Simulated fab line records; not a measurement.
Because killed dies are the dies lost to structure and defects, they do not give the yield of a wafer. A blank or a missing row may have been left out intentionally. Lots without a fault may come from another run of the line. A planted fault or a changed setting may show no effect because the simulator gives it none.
fab line records	flow gf180mcu
record lots=5	wafers=23
route steps=602 shown PSD@252 NSD@262 SALICIDE@281 CONTACT@291 M1@319 M2@366 V2@391
startH: the number of hours between the record's first day and the start of the first shown wafer of the lot	waitH: hours since the lot's step before	" unchanged from the row above	L1.1+2: a single row standing in for several wafers	- no value present, or no start provided	* or withheld: withheld	< > ~ a bound
route shown NAME@n: names a module that has steps shown in the file, with the first one's number in the route	usual: mean/standard deviation of fault-free wafers	same: alike in all rows	chamber/n: place in a boat	sites: the reading at each site	_std_site: the values' standard deviation	_edge_site: outer sites' mean less inner sites'	radiusMm: for every site, how far away it sits from the centre of the wafer	mask NAME#n: copy n	behind: the most recent tool/chamber to have shaped the wafer	hold: cause of the lot's hold/its duration in hours/its outcome	device: the transistor (n, p or np) that didn't switch	end of line: tests of these same wafers at the route's end	for a step that has no rows: nothing shown but its recipe	killed: not the wafer's yield, but the dies lost to structure and defects at the first sort	map: shows each die of a wafer: x if killed, . if not, _ if none is there
set.NAME: the setting that was run; set.NAME@STEP: the one run at that earlier step	model.NAME: the simulator's own value behind a step, which no gauge read
one table per step and one row per wafer, for lots whose settings were changed on purpose
## steps
# step GF_PSD_EXPOSE_04
# recipe maskId=Pplus	targetCdNm=400	na=0.6	sourceShape=conventional	sigmaOuter=0.6	doseMj=140
lot.wafer	tool	chamber	startH	waitH	mask	set.doseMj
L076.1+4+5	ilineStepper-01	0	-	-	Pplus#0	140
L077.1+2+6	ilineStepper-01	0	-	-	Pplus#0	140
L077.3+5	"	0	"	"	Pplus#0	131
L081.1+2+4+5+6	ilineStepper-01	0	-	-	Pplus#0	140
L082.1+2	ilineStepper-02	0	-	-	Pplus#0	147.2
L082.3+4+5	"	0	"	"	Pplus#0	140
L083.1+6	ilineStepper-01	0	-	-	Pplus#0	146.5
L083.2+3+4	"	0	"	"	Pplus#0	140
# step GF_PSD_PEB_05
# recipe tempC=withheld	timeS=*	resist=NOVOLAK
# step GF_PSD_DEVELOP_06
# recipe developTimeS=57.92	devTempC=23
lot.wafer	tool	chamber	startH	waitH	set.doseMj@PSD_EXPOSE_04	model.PSD.cdNm
L076.1	lithoTrack-04	0	338.56	0.1	140	398.1
L076.4	"	0	"	"	140	401.9
L076.5	"	0	"	"	140	399.9
L077.1	lithoTrack-02	0	341.36	0.1	140	400.4
L077.2	"	0	"	"	140	400.7
L077.3	"	0	"	"	131	382.5
L077.5	"	0	"	"	131	378.5
L077.6	"	0	"	"	140	399.2
L081.1	lithoTrack-04	0	374.26	0.1	140	400.1
L081.2	"	0	"	"	140	401.9
L081.4	"	0	"	"	140	399.2
L081.5	"	0	"	"	140	399.8
L081.6	"	0	"	"	140	399.1
L082.1	lithoTrack-04	0	381.26	0.1	147.2	414.6
L082.2	"	0	"	"	147.2	411.6
L082.3	"	0	"	"	140	399.3
L082.4	"	0	"	"	140	400.3
L082.5	"	0	"	"	140	401.5
L083.1	lithoTrack-02	0	387.81	0.1	146.5	410.8
L083.2	"	0	"	"	140	396.7
L083.3	"	0	"	"	140	396.6
L083.4	"	0	"	"	140	398.5
L083.6	"	0	"	"	146.5	409
# step GF_PSD_CD_MEAS_07
# recipe targetCdNm=400
# usual cdNm=399.7/2.8
lot.wafer	tool	chamber	startH	waitH	set.doseMj@PSD_EXPOSE_04	cdNm
L076.1	cdSem-02	-	338.71	0.1	140	397.9
L076.4	"	-	"	"	140	402.0
L076.5	"	-	"	"	140	400.0
L077.1	cdSem-02	-	341.51	0.1	140	400.5
L077.2	"	-	"	"	140	400.8
L077.3	"	-	"	"	131	382.8
L077.5	"	-	"	"	131	378.5
L077.6	"	-	"	"	140	399.7
L081.1	cdSem-01	-	374.41	0.1	140	400.5
L081.2	"	-	"	"	140	402.2
L081.4	"	-	"	"	140	399.0
L081.5	"	-	"	"	140	400.0
L081.6	"	-	"	"	140	399.2
L082.1	cdSem-01	-	381.41	0.1	147.2	414.7
L082.2	"	-	"	"	147.2	411.7
L082.3	"	-	"	"	140	399.4
L082.4	"	-	"	"	140	400.1
L082.5	"	-	"	"	140	401.6
L083.1	cdSem-02	-	387.96	0.1	146.5	410.6
L083.2	"	-	"	"	140	396.4
L083.3	"	-	"	"	140	396.6
L083.4	"	-	"	"	140	398.8
L083.6	"	-	"	"	146.5	408.7
# step GF_PSD_IMPLANT_09
# recipe species=BF2	energyKev=40	doseCm2=1.5e+15	tiltDeg=7
# step GF_PSD_CLEAN_12
# recipe chemistry=SC1/SC2	mix=1:4:20	tempC=70	timeS=150	dry=n2Spin
# step GF_PSD_RTA_13
# recipe tempC=1025	timeS=20	ambient=N2
# step GF_PSD_RS_MEAS_14
# recipe thkMeasGauge=four-point-probe
# usual NSD_RS=46.15/0.077
lot.wafer	tool	chamber	startH	waitH	set.energyKev@NSD_IMPLANT_09	NSD_RS[ohm/sq]
L076.1	filmMetro-03	-	339.39	0.1	60	46.23
L076.4	"	-	"	"	60	46.13
L076.5	"	-	"	"	60	46.13
L077.1	filmMetro-02	-	342.20	0.1	56.83	47.01
L077.2	"	-	"	"	60	46.04
L077.3	"	-	"	"	56.83	47.05
L077.5	"	-	"	"	60	46.12
L077.6	"	-	"	"	60	46.16
L081.1	filmMetro-03	-	375.01	0.1	60	46.06
L081.2	"	-	"	"	57.12	46.95
L081.4	"	-	"	"	60	46.08
L081.5	"	-	"	"	60	46.06
L081.6	"	-	"	"	57.12	46.94
L082.1	filmMetro-04	-	382.01	0.1	55.66	47.59
L082.2	"	-	"	"	60	46.29
L082.3	"	-	"	"	55.66	47.54
L082.4	"	-	"	"	55.66	47.38
L082.5	"	-	"	"	60	46.19
L083.1	filmMetro-02	-	388.56	0.1	60	46.09
L083.2	"	-	"	"	60	46.15
L083.3	"	-	"	"	60	46.16
L083.4	"	-	"	"	60	46.24
L083.6	"	-	"	"	60	46.25
# step GF_SALICIDE_SPUTTER_03
# recipe material=TiN	targetThkNm=20	powerW=6500	timeS=16.7	chamberPressurePa=0.4
lot.wafer	tool	chamber	startH	waitH	set.timeS	model.TiN_of_SALICIDE_SPUTTER_03.thkNm
L076.1	pvdSputter-04	-	361.54	0.0	16.7	19.79
L076.4	"	-	"	"	16.7	19.97
L076.5	"	-	"	"	16.7	19.75
L077.1	pvdSputter-04	-	364.41	0.0	14.79	17.87
L077.2	"	-	"	"	16.7	20.09
L077.3	"	-	"	"	16.7	20.16
L077.5	"	-	"	"	14.79	17.93
L077.6	"	-	"	"	16.7	20.27
L081.1	pvdSputter-02	-	397.71	0.0	16.7	20.55
L081.2	"	-	"	"	16.7	19.95
L081.4	"	-	"	"	15.45	18.56
L081.5	"	-	"	"	16.7	20.38
L081.6	"	-	"	"	15.45	18.37
L082.1	pvdSputter-04	-	405.04	0.0	15.55	18.54
L082.2	"	-	"	"	15.55	18.67
L082.3	"	-	"	"	15.55	18.51
L082.4	"	-	"	"	16.7	19.93
L082.5	"	-	"	"	16.7	20.08
L083.1	pvdSputter-04	-	411.90	0.0	16.7	20.02
L083.2	"	-	"	"	19.18	22.9
L083.3	"	-	"	"	19.18	23.07
L083.4	"	-	"	"	16.7	19.79
L083.6	"	-	"	"	16.7	19.98
# step GF_SALICIDE_RS_MEAS_04
# recipe thkMeasGauge=four-point-probe	reads=TiN_of_SALICIDE_SPUTTER_03+Co_of_SALICIDE_SPUTTER_02
# usual SALICIDE_TIN_RS=16.09/0.22
lot.wafer	tool	chamber	startH	waitH	set.timeS@SALICIDE_SPUTTER_03	SALICIDE_TIN_RS[ohm/sq]
L076.1	filmMetro-01	-	361.56	0.0	16.7	16.12
L076.4	"	-	"	"	16.7	16.01
L076.5	"	-	"	"	16.7	16.17
L077.1	filmMetro-03	-	364.43	0.0	14.79	17.34
L077.2	"	-	"	"	16.7	16.04
L077.3	"	-	"	"	16.7	16.00
L077.5	"	-	"	"	14.79	16.60
L077.6	"	-	"	"	16.7	16.32
L081.1	filmMetro-02	-	397.74	0.0	16.7	15.96
L081.2	"	-	"	"	16.7	16.01
L081.4	"	-	"	"	15.45	16.28
L081.5	"	-	"	"	16.7	15.94
L081.6	"	-	"	"	15.45	16.38
L082.1	filmMetro-01	-	405.06	0.0	15.55	16.43
L082.2	"	-	"	"	15.55	16.40
L082.3	"	-	"	"	15.55	16.90
L082.4	"	-	"	"	16.7	15.85
L082.5	"	-	"	"	16.7	16.08
L083.1	filmMetro-01	-	411.93	0.0	16.7	16.43
L083.2	"	-	"	"	19.18	15.76
L083.3	"	-	"	"	19.18	15.29
L083.4	"	-	"	"	16.7	16.53
L083.6	"	-	"	"	16.7	16.17
# step GF_SALICIDE_THK_MEAS_05
# recipe thkMeasGauge=xrf	reads=TiN_of_SALICIDE_SPUTTER_03
# usual SALICIDE_TIN_THK=19.90/0.25
lot.wafer	tool	chamber	startH	waitH	set.timeS@SALICIDE_SPUTTER_03	SALICIDE_TIN_THK[nm]
L076.1	filmMetro-01	-	361.68	0.1	16.7	19.69
L076.4	"	-	"	"	16.7	19.86
L076.5	"	-	"	"	16.7	19.62
L077.1	filmMetro-03	-	364.55	0.1	14.79	17.78
L077.2	"	-	"	"	16.7	19.96
L077.3	"	-	"	"	16.7	19.98
L077.5	"	-	"	"	14.79	17.81
L077.6	"	-	"	"	16.7	20.16
L081.1	filmMetro-02	-	397.86	0.1	16.7	20.42
L081.2	"	-	"	"	16.7	19.77
L081.4	"	-	"	"	15.45	18.40
L081.5	"	-	"	"	16.7	20.21
L081.6	"	-	"	"	15.45	18.20
L082.1	filmMetro-01	-	405.18	0.1	15.55	18.51
L082.2	"	-	"	"	15.55	18.54
L082.3	"	-	"	"	15.55	18.37
L082.4	"	-	"	"	16.7	19.81
L082.5	"	-	"	"	16.7	19.92
L083.1	filmMetro-01	-	412.05	0.1	16.7	19.96
L083.2	"	-	"	"	19.18	22.77
L083.3	"	-	"	"	19.18	22.92
L083.4	"	-	"	"	16.7	19.70
L083.6	"	-	"	"	16.7	19.84
# step GF_CONTACT_CMP_04
# recipe material=SiO2	downForcePsi=4	platenRpm=60	padVelocityMS=0.94248
lot.wafer	tool	chamber	startH	waitH	set.leaveAboveRefNm	model.SiO2_of_CONTACT_CVD_02.thkNm
L076.1	cmp-01	1	362.27	0.1	560	558.7
L076.4	"	0	"	"	560	562.1
L076.5	"	1	"	"	560	559.2
L077.2	cmp-01	0	365.19	0.1	548.9	551.8
L077.3	"	1	"	"	560	559.8
L077.1	"	2	"	"	560	561.7
L077.5	"	3	"	"	560	561.2
L077.6	"	0	"	"	548.9	550.9
L081.2	cmp-02	2	398.44	0.0	560	559
L081.1	"	3	"	"	597.3	597.1
L081.4	"	1	"	"	597.3	595.7
L081.6	"	2	"	"	597.3	596.4
L081.5	"	3	"	"	560	560.4
L082.1	cmp-02	2	408.80	3.1	560	558.8
L082.3	"	3	"	"	560	559.6
L082.4	"	0	"	"	519.4	520.2
L082.2	"	1	"	"	519.4	518.6
L082.5	"	2	"	"	560	559.3
L083.2	cmp-01	0	412.64	0.0	540.8	542.8
L083.4	"	1	"	"	540.8	539.3
L083.1	"	2	"	"	540.8	541.3
L083.3	"	3	"	"	560	558.7
L083.6	"	0	"	"	560	561.1
# step GF_CONTACT_PEB_12
# recipe pebTempC=135	pebTimeS=90	resist=KrF
lot.wafer	tool	chamber	startH	waitH	set.pebTempC
L076.1+4+5	lithoTrack-01	0	-	-	135
L077.1+3	lithoTrack-03	0	-	-	135
L077.2+5+6	"	0	"	"	136.2
L081.1+5+6	lithoTrack-04	0	-	-	137.8
L081.2+4	"	0	"	"	135
L082.1+5	lithoTrack-01	0	-	-	133.7
L082.2+3+4	"	0	"	"	135
L083.1+4	lithoTrack-01	0	-	-	135
L083.2+3+6	"	0	"	"	137.3
# step GF_CONTACT_DEVELOP_13
# recipe developTimeS=60	resist=KrF	devTempC=21
# step GF_CONTACT_CD_MEAS_14
# recipe targetCdNm=220
# usual cdNm=220.3/1.7
lot.wafer	tool	chamber	startH	waitH	set.pebTempC@CONTACT_PEB_12	cdNm
L076.1	cdSem-02	-	385.23	0.1	135	222.9
L076.4	"	-	"	"	135	221.3
L076.5	"	-	"	"	135	223.8
L077.1	cdSem-02	-	388.43	0.1	135	223.1
L077.2	"	-	"	"	136.2	227.0
L077.3	"	-	"	"	135	223.1
L077.5	"	-	"	"	136.2	226.7
L077.6	"	-	"	"	136.2	226.4
L081.1	cdSem-02	-	420.86	0.1	137.8	229.3
L081.2	"	-	"	"	135	220.8
L081.4	"	-	"	"	135	220.7
L081.5	"	-	"	"	137.8	228.0
L081.6	"	-	"	"	137.8	225.5
L082.1	cdSem-01	-	432.73	0.1	133.7	214.2
L082.2	"	-	"	"	135	219.5
L082.3	"	-	"	"	135	218.1
L082.4	"	-	"	"	135	218.1
L082.5	"	-	"	"	133.7	214.8
L083.1	cdSem-01	-	437.13	0.1	135	217.3
L083.2	"	-	"	"	137.3	225.9
L083.3	"	-	"	"	137.3	224.8
L083.4	"	-	"	"	135	219.7
L083.6	"	-	"	"	137.3	226.3
# step GF_CONTACT_ETCH_16
# recipe chemistry=N2/H2	targetDepthA=withheld	overetchA=withheld	timeS=withheld	target=BARC	ionEnergyEv=200	sourceW=500	biasW=100	pressureMtorr=30	n2FlowSccm=100	h2FlowSccm=200
lot.wafer	tool	chamber	startH	waitH	set.pebTempC@CONTACT_PEB_12	model.CONTACT.cdNm
L076.1	rieDiel-03	2	385.39	0.0	135	223.2
L076.4	"	3	"	"	135	220.6
L076.5	"	0	"	"	135	224.3
L077.1	rieDiel-03	2	388.59	0.0	135	222.6
L077.2	"	0	"	"	136.2	227
L077.3	"	1	"	"	135	222.3
L077.5	"	2	"	"	136.2	226.8
L077.6	"	1	"	"	136.2	225.4
L081.1	rieDiel-02	0	421.01	0.0	137.8	-
L081.2	"	1	"	"	135	221
L081.4	"	2	"	"	135	220.7
L081.5	"	2	"	"	137.8	228.2
L081.6	"	3	"	"	137.8	225.9
L082.1	rieDiel-03	3	432.89	0.0	133.7	213.5
L082.2	"	2	"	"	135	220.4
L082.3	"	1	"	"	135	217.8
L082.4	"	0	"	"	135	218.5
L082.5	"	3	"	"	133.7	214.1
L083.1	rieDiel-01	1	437.29	0.0	135	217.9
L083.2	"	2	"	"	137.3	226.3
L083.3	"	0	"	"	137.3	224.9
L083.4	"	3	"	"	135	220.1
L083.6	"	2	"	"	137.3	225.8
# step GF_CONTACT_ETCH_17
# recipe chemistry=C4F8/O2/Ar	maskMaterial=KrF	target=SiO2	stopOn=CoSi2	sourceW=1500	biasW=1159	pressureMtorr=40	c4f8FlowSccm=withheld	O2_flow_sccm=6	Ar_flow_sccm=300	timeS=withheld	targetDepthA=8600
lot.wafer	tool	chamber	startH	waitH	set.leaveAboveRefNm@CONTACT_CMP_04	set.pebTempC@CONTACT_PEB_12	model.CONTACT.featureDepthNm	model.CONTACT.cdNm
L076.1	rieDiel-03	2	-	-	560	135	851	222.4
L076.4	"	3	"	"	560	135	848.6	221.1
L076.5	"	0	"	"	560	135	844.9	224.5
L077.1	rieDiel-03	2	-	-	560	135	843.8	222.4
L077.2	"	0	"	"	548.9	136.2	836.4	227.3
L077.3	"	1	"	"	560	135	846.3	220.9
L077.5	"	2	"	"	560	136.2	848.1	226.6
L077.6	"	1	"	"	548.9	136.2	836.7	223.9
L081.1	rieDiel-02	0	-	-	597.3	137.8	881.7	228
L081.2	"	1	"	"	560	135	847.7	221.2
L081.4	"	2	"	"	597.3	135	884.7	219.9
L081.5	"	2	"	"	560	137.8	849.9	227.4
L081.6	"	3	"	"	597.3	137.8	882.3	226
L082.1	rieDiel-03	3	-	-	560	133.7	847.6	213.8
L082.2	"	2	"	"	519.4	135	811.4	220.4
L082.3	"	1	"	"	560	135	847.6	216.4
L082.4	"	0	"	"	519.4	135	805.3	218.8
L082.5	"	3	"	"	560	133.7	845.9	214
L083.1	rieDiel-01	1	-	-	540.8	135	833.1	217.7
L083.2	"	2	"	"	540.8	137.3	831	226.6
L083.3	"	0	"	"	560	137.3	850.8	224.3
L083.4	"	3	"	"	540.8	135	829.9	219.9
L083.6	"	2	"	"	560	137.3	854.3	225.9
# step GF_M1_SPUTTER_04
# recipe material=TiN	targetThkNm=50	powerW=6500	timeS=41.7	chamberPressurePa=0.4
lot.wafer	tool	chamber	startH	waitH	set.powerW	model.TiN_of_M1_SPUTTER_04.thkNm
L076.1	pvdSputter-02	-	386.71	0.0	6500	48.95
L076.4	"	-	"	"	6500	48.88
L076.5	"	-	"	"	6500	49.01
L077.1	pvdSputter-02	-	389.92	0.0	5797	44.46
L077.2	"	-	"	"	5797	44.39
L077.3	"	-	"	"	6500	49.73
L077.5	"	-	"	"	5797	44.56
L077.6	"	-	"	"	6500	49.79
L081.1	pvdSputter-01	-	422.34	0.0	6500	50.08
L081.2	"	-	"	"	6500	49.2
L081.4	"	-	"	"	6500	49.99
L081.5	"	-	"	"	6500	49.91
L081.6	"	-	"	"	6500	49.59
L082.1	pvdSputter-01	-	434.21	0.0	6500	50.97
L082.2	"	-	"	"	6500	50.51
L082.3	"	-	"	"	7092	54.44
L082.4	"	-	"	"	6500	50.48
L082.5	"	-	"	"	7092	54.35
L083.1+6	pvdSputter-04	-	438.61	0.0	5905	45.53
L083.2	"	-	"	"	6500	50.17
L083.3	"	-	"	"	5905	45.56
L083.4	"	-	"	"	6500	49.87
# step GF_M1_PEB_12
# recipe pebTempC=135	pebTimeS=90	resist=KrF
lot.wafer	tool	chamber	startH	waitH	set.pebTempC
L076.1+4+5	lithoTrack-02	0	-	-	135
L077.1+6	lithoTrack-04	0	-	-	135
L077.2+3+5	"	0	"	"	136.7
L081.1+2	lithoTrack-04	0	-	-	135
L081.4+5+6	"	0	"	"	132.8
L082.1+2	lithoTrack-04	0	-	-	135
L082.3+4+5	"	0	"	"	137.9
L083.1+2+3+4+6	lithoTrack-02	0	-	-	135
# step GF_M1_DEVELOP_13
# recipe developTimeS=60	devTempC=21
# step GF_M1_CD_MEAS_14
# recipe targetCdNm=230
# usual cdNm=229.9/1
lot.wafer	tool	chamber	startH	waitH	set.pebTempC@M1_PEB_12	cdNm
L076.1	cdSem-02	-	409.66	0.1	135	230.5
L076.4	"	-	"	"	135	230.4
L076.5	"	-	"	"	135	229.9
L077.1	cdSem-02	-	413.21	0.1	135	230.6
L077.2	"	-	"	"	136.7	226.4
L077.3	"	-	"	"	136.7	226.3
L077.5	"	-	"	"	136.7	226.6
L077.6	"	-	"	"	135	230.1
L081.1	cdSem-01	-	446.61	0.1	135	229.4
L081.2	"	-	"	"	135	230.8
L081.4	"	-	"	"	132.8	236.2
L081.5	"	-	"	"	132.8	236.1
L081.6	"	-	"	"	132.8	235.5
L082.1	cdSem-01	-	458.56	0.1	135	228.8
L082.2	"	-	"	"	135	229.4
L082.3	"	-	"	"	137.9	222.0
L082.4	"	-	"	"	137.9	221.5
L082.5	"	-	"	"	137.9	222.5
L083.1	cdSem-01	-	462.86	0.1	135	232.1
L083.2	"	-	"	"	135	231.0
L083.3	"	-	"	"	135	230.3
L083.4	"	-	"	"	135	229.9
L083.6	"	-	"	"	135	230.9
# step GF_M2_SPUTTER_04
# recipe material=TiN	targetThkNm=50	powerW=6500	timeS=41.7	chamberPressurePa=0.4
lot.wafer	tool	chamber	startH	waitH	set.timeS	model.TiN_of_M2_SPUTTER_04.thkNm
L076.1	pvdSputter-02	-	436.95	0.0	41.7	50.35
L076.4	"	-	"	"	41.7	50.88
L076.5	"	-	"	"	41.7	50.24
L077.1	pvdSputter-04	-	440.17	0.0	41.7	50.95
L077.2	"	-	"	"	41.7	50.26
L077.3	"	-	"	"	41.7	50.17
L077.5	"	-	"	"	41.7	50.43
L077.6	"	-	"	"	41.7	50.16
L081.1	pvdSputter-03	-	473.45	0.0	41.7	49.94
L081.2	"	-	"	"	46.88	56.21
L081.4	"	-	"	"	41.7	49.69
L081.5	"	-	"	"	41.7	50.11
L081.6	"	-	"	"	46.88	55.95
L082.1	pvdSputter-03	-	485.87	0.0	36.79	43.68
L082.2	"	-	"	"	41.7	49.6
L082.3	"	-	"	"	41.7	50.3
L082.4	"	-	"	"	36.79	43.93
L082.5	"	-	"	"	36.79	44.05
L083.1	pvdSputter-02	-	490.67	0.0	41.7	49.39
L083.2	"	-	"	"	41.7	50.13
L083.3	"	-	"	"	41.7	50.01
L083.4	"	-	"	"	41.7	50.27
L083.6	"	-	"	"	41.7	49.98
# step GF_V2_COAT_09
# recipe resist=KrF	spinRpm=withheld	resistThkNm=1000
lot.wafer	tool	chamber	startH	waitH	set.resistThkNm	model.KrF_of_V2_COAT_09.thkNm
L076.1	lithoTrack-01	0	-	-	1000	1000
L076.4	"	0	"	"	1000	1003
L076.5	"	0	"	"	1000	1002
L077.1	lithoTrack-03	0	-	-	1032	1030
L077.2	"	0	"	"	1000	998.2
L077.3	"	0	"	"	1032	1031
L077.5	"	0	"	"	1032	1034
L077.6	"	0	"	"	1000	998.6
L081.1	lithoTrack-04	0	-	-	1000	996.4
L081.2	"	0	"	"	1000	999.9
L081.4	"	0	"	"	1000	997.3
L081.5	"	0	"	"	1000	1000
L081.6	"	0	"	"	1000	996.5
L082.1	lithoTrack-04	0	-	-	952.8	952.6
L082.2	"	0	"	"	1000	996.6
L082.3	"	0	"	"	952.8	954
L082.4	"	0	"	"	1000	1001
L082.5	"	0	"	"	1000	999.1
L083.1	lithoTrack-01	0	-	-	955.1	958.7
L083.2	"	0	"	"	955.1	959.7
L083.3	"	0	"	"	1000	1005
L083.4	"	0	"	"	1000	1006
L083.6	"	0	"	"	1000	1004
# step GF_V2_SPUTTER_22
# recipe material=TiN	targetThkNm=10	chamberPressurePa=5	powerW=4000	timeS=40
lot.wafer	tool	chamber	startH	waitH	set.chamberPressurePa	model.TiN_of_V2_SPUTTER_22.thkNm
L076.1	pvdSputter-01	-	487.41	0.0	5	9.867
L076.4	"	-	"	"	5	9.996
L076.5	"	-	"	"	5	9.828
L077.1	pvdSputter-04	-	491.86	0.0	4.52	11
L077.2+5	"	-	"	"	4.52	10.87
L077.3	"	-	"	"	4.52	10.81
L077.6	"	-	"	"	4.52	10.79
L081.1	pvdSputter-01	-	522.69	0.0	5.631	8.849
L081.2	"	-	"	"	5.631	8.861
L081.4	"	-	"	"	5.631	8.623
L081.5	"	-	"	"	5.631	8.83
L081.6	"	-	"	"	5.631	8.781
L082.1	pvdSputter-04	-	534.57	0.0	5.275	9.552
L082.2	"	-	"	"	5.275	9.339
L082.3	"	-	"	"	5.275	9.6
L082.4	"	-	"	"	5.275	9.471
L082.5	"	-	"	"	5.275	9.412
L083.1	pvdSputter-01	-	538.57	0.0	5	9.929
L083.2	"	-	"	"	5	9.979
L083.3	"	-	"	"	5	9.9
L083.4	"	-	"	"	5	9.782
L083.6	"	-	"	"	5	9.96
## key
split step=GF_PSD_EXPOSE_04	setting=doseMj	stated=140	by=wafer
response step=GF_PSD_DEVELOP_06	reading=model.PSD.cdNm	change=+2.8	per=1%	r=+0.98
response step=GF_PSD_CD_MEAS_07	reading=cdNm	change=+2.8	per=1%	r=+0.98
split step=GF_SALICIDE_SPUTTER_03	setting=timeS	stated=16.7	by=wafer
response step=GF_SALICIDE_SPUTTER_03	reading=model.TiN_of_SALICIDE_SPUTTER_03.thkNm	change=+0.209	per=1%	r=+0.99
response step=GF_SALICIDE_RS_MEAS_04	reading=SALICIDE_TIN_RS	change=-0.0644	per=1%	r=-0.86
response step=GF_SALICIDE_THK_MEAS_05	reading=SALICIDE_TIN_THK	change=+0.206	per=1%	r=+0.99
split step=GF_CONTACT_CMP_04	setting=leaveAboveRefNm	stated=560	by=wafer
response step=GF_CONTACT_CMP_04	reading=model.SiO2_of_CONTACT_CVD_02.thkNm	change=+5.48	per=1%	r=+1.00
response step=GF_CONTACT_ETCH_17	reading=model.CONTACT.featureDepthNm	change=+5.32	per=1%	r=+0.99
split step=GF_CONTACT_PEB_12	setting=pebTempC	stated=135	by=wafer
response step=GF_CONTACT_CD_MEAS_14	reading=cdNm	change=+3.77	per=1%	r=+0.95
response step=GF_CONTACT_ETCH_16	reading=model.CONTACT.cdNm	change=+3.72	per=1%	r=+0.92
response step=GF_CONTACT_ETCH_17	reading=model.CONTACT.cdNm	change=+3.77	per=1%	r=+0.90
split step=GF_M1_SPUTTER_04	setting=powerW	stated=6500	by=wafer
response step=GF_M1_SPUTTER_04	reading=model.TiN_of_M1_SPUTTER_04.thkNm	change=+0.466	per=1%	r=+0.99
split step=GF_M1_PEB_12	setting=pebTempC	stated=135	by=wafer
response step=GF_M1_CD_MEAS_14	reading=cdNm	change=-3.36	per=1%	r=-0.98
split step=GF_M2_SPUTTER_04	setting=timeS	stated=41.7	by=wafer
response step=GF_M2_SPUTTER_04	reading=model.TiN_of_M2_SPUTTER_04.thkNm	change=+0.505	per=1%	r=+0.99
split step=GF_V2_COAT_09	setting=resistThkNm	stated=1000	by=wafer
response step=GF_V2_COAT_09	reading=model.KrF_of_V2_COAT_09.thkNm	change=+10	per=1%	r=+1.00
split step=GF_V2_SPUTTER_22	setting=chamberPressurePa	stated=5	by=lot
response step=GF_V2_SPUTTER_22	reading=model.TiN_of_V2_SPUTTER_22.thkNm	change=-0.0926	per=1%	r=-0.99
split outsideThisFile step=GF_NSD_IMPLANT_09 setting=energyKev
# split outsideThisFile: this setting was split too, and the file shows its column; the key of that split is in another file
